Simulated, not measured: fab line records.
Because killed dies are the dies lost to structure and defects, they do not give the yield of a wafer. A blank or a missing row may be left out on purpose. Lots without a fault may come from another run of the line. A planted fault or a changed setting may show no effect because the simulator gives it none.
Chamber matching    flow sky130    SKY_CAPM_CVD_00 on pecvd-01 has 3 sister chambers
The step deposits SiO2, target thk 15.5 nm. 3 wafers are shown with their chamber, then 9 later ones without.

EACH WAFER AND ITS CHAMBER
wafer   chamber  heater-power-w (W)
L089.1  2        835
L089.2  1        627
L089.4  0        734

WAFERS WITH NO CHAMBER GIVEN
wafer   heater-power-w (W)
L087.1  714
L087.3  649
L087.6  715
L094.1  818
L094.2  631
L094.5  608
L096.2  651
L096.4  773
L096.5  641

THE CHAMBER EACH PASSED THROUGH
wafer   from the rows above      in truth
L087.1  0                        0
L087.3  1                        1
L087.6  0                        0
L094.1  2                        2
L094.2  1                        1
L094.5  1                        1
L096.2  1                        1
L096.4  can't be placed: 0 or 2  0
L096.5  1                        1
Correctly placed: 8 of 9. Can't be placed from these rows: 1 (the true chamber is among the candidates in 1). Wrongly placed: 0.
How it was worked out, from the rows above alone: a wafer's distance from a chamber is the root of the sum, over the readings, of the square of ((its reading less the chamber's mean) divided by the reading's scatter). The wafer belongs to the nearest chamber; if the next one is less than 2 further off, it can't be placed. For every chamber, the mean is computed from those of its wafers that are shown. The scatter (one wafer shown for each chamber): square how far every hidden wafer sits from the nearest shown wafer, average those squares and take the square root.
